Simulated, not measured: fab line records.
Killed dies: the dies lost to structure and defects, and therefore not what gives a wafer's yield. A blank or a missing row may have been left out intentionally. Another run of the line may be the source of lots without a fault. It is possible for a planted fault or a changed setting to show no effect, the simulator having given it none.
Which tool did it? + flow sky130 + 36 wafers from 12 lots sampled at 5 of the route's 708 steps

## WHAT EACH GAUGE READ, for each wafer
SKY_DNWELL_TW_MEAS_09.
| lot  | measured    | on            | DNWELL_TW      |
|------|-------------|---------------|----------------|
| L842 | day 3 16:55 | film-metro-04 | 1119 1115 1116 |
| L841 | day 3 17:16 | film-metro-02 | 1115 1122 1121 |
| L845 | day 4 06:16 | film-metro-03 | 1136 1135 1139 |
| L846 | day 4 06:29 | film-metro-02 | 1121 1116 1118 |
| L849 | day 5 01:19 | film-metro-04 | 1126 1121 1124 |
| L850 | day 5 10:53 | film-metro-02 | 1116 1113 1121 |
| L852 | day 5 15:52 | film-metro-03 | 1130 1128 1121 |
| L853 | day 5 21:01 | film-metro-04 | 1126 1131 1133 |
| L859 | day 7 12:34 | film-metro-03 | 1117 1116 1120 |
| L860 | day 7 16:09 | film-metro-03 | 1114 1115 1123 |
| L861 | day 7 18:02 | film-metro-02 | 1122 1128 1122 |
| L864 | day 8 14:58 | film-metro-03 | 1119 1124 1123 |

SKY_VT_ADJUST_LVTN_TW_MEAS_21.
| lot  | measured     | on            | VT_ADJUST_LVTN_2_TW |
|------|--------------|---------------|---------------------|
| L842 | day 8 10:06  | film-metro-01 | 185.5 186.0 186.1   |
| L841 | day 8 10:37  | film-metro-04 | 191.9 193.2 192.4   |
| L845 | day 9 00:03  | film-metro-03 | 189.0 189.5 189.3   |
| L846 | day 9 02:26  | film-metro-03 | 188.8 188.8 188.5   |
| L849 | day 10 02:26 | film-metro-03 | 190.5 190.0 189.6   |
| L850 | day 10 14:31 | film-metro-03 | 189.5 189.5 189.5   |
| L852 | day 10 20:46 | film-metro-03 | 189.3 189.8 188.3   |
| L853 | day 11 03:10 | film-metro-03 | 189.9 190.0 190.6   |
| L859 | day 13 06:39 | film-metro-01 | 185.8 185.8 185.6   |
| L860 | day 13 11:12 | film-metro-04 | 189.7 190.5 190.2   |
| L861 | day 13 15:34 | film-metro-03 | 189.9 189.0 190.2   |
| L864 | day 14 16:06 | film-metro-04 | 193.5 192.5 191.6   |

SKY_SONOS_ONO_THK_MEAS_01.
| lot  | measured     | on            | SONOS_ONO_OXIDATION_THK (nm)  |
|------|--------------|---------------|-------------------------------|
| L842 | day 12 07:09 | film-metro-02 | 2.57 2.52 2.58                |
| L841 | day 12 10:01 | film-metro-03 | 2.64 2.56 2.67                |
| L845 | day 12 23:47 | film-metro-03 | 2.52 2.52 2.60                |
| L846 | day 13 05:34 | film-metro-03 | 2.60 2.60 2.53                |
| L849 | day 14 07:49 | film-metro-02 | 3.13 3.17 3.23 3.17 3.21 3.20 |
| L850 | day 14 23:47 | film-metro-02 | 2.67 2.64 2.61                |
| L852 | day 15 03:26 | film-metro-03 | 3.16 3.15 3.19 3.19 3.09 3.12 |
| L853 | day 15 12:14 | film-metro-01 | 2.61 2.59 2.63                |
| L859 | day 17 20:25 | film-metro-03 | 2.61 2.52 2.55                |
| L860 | day 18 07:26 | film-metro-02 | 2.49 2.54 2.57                |
| L861 | day 18 11:44 | film-metro-02 | 2.57 2.49 2.52                |
| L864 | day 19 13:58 | film-metro-03 | 2.57 2.56 2.59                |

SKY_GATE_OXIDE_TW_MEAS_14.
| lot  | measured     | on            | GATE_OXIDE_TW     |
|------|--------------|---------------|-------------------|
| L842 | day 14 16:10 | film-metro-02 | 223.4 223.9 224.7 |
| L841 | day 14 19:58 | film-metro-03 | 226.2 225.6 226.4 |
| L845 | day 15 09:14 | film-metro-04 | 228.2 230.1 229.5 |
| L846 | day 15 15:39 | film-metro-04 | 229.6 229.2 229.1 |
| L849 | day 16 20:04 | film-metro-02 | 223.7 223.8 223.7 |
| L850 | day 17 11:55 | film-metro-04 | 227.4 228.2 227.5 |
| L852 | day 17 17:11 | film-metro-02 | 227.0 225.7 226.0 |
| L853 | day 18 02:53 | film-metro-03 | 226.6 226.7 226.2 |
| L859 | day 20 15:41 | film-metro-03 | 227.8 227.1 227.4 |
| L860 | day 21 02:23 | film-metro-03 | 224.0 225.8 224.4 |
| L861 | day 21 08:04 | film-metro-03 | 225.7 225.5 225.0 |
| L864 | day 22 07:37 | film-metro-04 | 229.1 228.4 229.0 |

## WHICH TOOL RAN EACH LOT (tool, then ch and the chambers of the sampled wafers, then the start)
| lot  | SKY_SONOS_ONO_OXIDATION_00    |
|------|-------------------------------|
| L842 | furnace-02 ch 0, day 12 05:47 |
| L841 | furnace-02 ch 0, day 12 08:39 |
| L845 | furnace-01 ch 0, day 12 22:26 |
| L846 | furnace-01 ch 0, day 13 04:13 |
| L849 | furnace-01 ch 0, day 14 06:28 |
| L850 | furnace-02 ch 0, day 14 22:25 |
| L852 | furnace-01 ch 0, day 15 02:05 |
| L853 | furnace-02 ch 0, day 15 10:53 |
| L859 | furnace-02 ch 0, day 17 19:04 |
| L860 | furnace-01 ch 0, day 18 06:05 |
| L861 | furnace-02 ch 0, day 18 10:22 |
| L864 | furnace-01 ch 0, day 19 12:37 |
- SKY_SONOS_ONO_OXIDATION_00: stabilise 600 s, purge 300 s, target thk 2.6 nm.

## AS READ BY THE TOOLS THEMSELVES (means over the sampled wafers that have a number; for cases with no such wafer, the mark the record gives instead)
SKY_SONOS_ONO_OXIDATION_00.
| lot  | tool       | ramp-up-c-per-min | spike-tc-bottom-C (C) | spike-tc-centre-C (C) | spike-tc-lower-C (C) | spike-tc-top-C (C) | spike-tc-upper-C (C) | tube-center-temp-C (C) | tube_center_temp_C_max | zone-power-bottom-pct (%) | zone-power-upper-pct (%) |
|------|------------|-------------------|-----------------------|-----------------------|----------------------|--------------------|----------------------|------------------------|------------------------|---------------------------|--------------------------|
| L842 | furnace-02 | 9.9994            | 814                   | 801.6                 | 801.4                | 812                | 800.0                | 800                    | 802.1                  | 22.8                      | 13.5                     |
| L841 | furnace-02 | 9.9992            | 813                   | 802.3                 | 799.8                | 812                | 800.7                | 800                    | 801.8                  | 22.7                      | 13.7                     |
| L845 | furnace-01 | 9.9984            | 821                   | 799.0                 | 801.2                | 819                | 800.1                | 800                    | 802.2                  | 19.3                      | 16.5                     |
| L846 | furnace-01 | 10.0000           | 822                   | 799.4                 | 801.6                | 820                | 800.1                | 800                    | 802.1                  | 19.4                      | 16.4                     |
| L849 | furnace-01 | 9.9969            | 835                   | 814.1                 | 816.3                | 834                | 816.2                | 815                    | 816.8                  | 20.2                      | 17.1                     |
| L850 | furnace-02 | 10.0001           | 813                   | 802.1                 | 799.8                | 812                | 800.2                | 800                    | 801.9                  | 22.8                      | 13.7                     |
| L852 | furnace-01 | 9.9996            | 837                   | 814.3                 | 816.8                | 834                | 816.6                | 815                    | 817.0                  | 20.2                      | 17.2                     |
| L853 | furnace-02 | 9.9998            | 813                   | 802.3                 | 801.3                | 812                | 799.7                | 800                    | 801.9                  | 22.8                      | 13.6                     |
| L859 | furnace-02 | 10.0004           | 814                   | 802.8                 | 800.5                | 812                | 799.4                | 800                    | 802.2                  | 23.1                      | 13.6                     |
| L860 | furnace-01 | 10.0000           | 821                   | 799.3                 | 800.8                | 820                | 800.7                | 800                    | 801.9                  | 19.6                      | 16.6                     |
| L861 | furnace-02 | 9.9999            | 814                   | 802.8                 | 800.9                | 811                | 799.7                | 800                    | 802.1                  | 23.1                      | 13.5                     |
| L864 | furnace-01 | 10.0009           | 820                   | 799.1                 | 800.8                | 819                | 801.0                | 800                    | 801.9                  | 19.3                      | 16.4                     |

## THE ANSWER, worked out from the rows above alone
Rule: the lots themselves supply what counts as usual. Put in order of their means at a reading, lots are off if they are a third of the lots or fewer, leave a main group of 4 or more, and stand apart from it by a gap of 3 or more times the standard deviation of the main group's means; of several such gaps the widest counts. If all means in a main group match to the digits the tables above print for the reading, that group is not used. A lot without any number at a reading at which 4 lots or more have one is off too. All remaining lots with rows at the step are treated as sound. Order of review: gauges by route order, followed by the tools' own readings, for which a lot's mean as printed above is used. The first step at which some lot is off is used, and at that step the reading that is off furthest; a lot without a number counts as furthest.
Off: at SKY_SONOS_ONO_THK_MEAS_01 (SONOS_ONO_OXIDATION_THK), L849, L852. The main group has a mean of 2.57 nm with a standard deviation of 0.036.
If a tool, at a process step before that reading, ran all the lots that are off and no sound lot after the first of them, it fits. The gauges at SKY_SONOS_ONO_THK_MEAS_01 aren't tried: what is off there is off at SKY_SONOS_ONO_OXIDATION_00 too, on other tools, and a gauge's error can't cause that. None of those tried fits.

## WHAT THE SIMULATOR HAD PUT IN
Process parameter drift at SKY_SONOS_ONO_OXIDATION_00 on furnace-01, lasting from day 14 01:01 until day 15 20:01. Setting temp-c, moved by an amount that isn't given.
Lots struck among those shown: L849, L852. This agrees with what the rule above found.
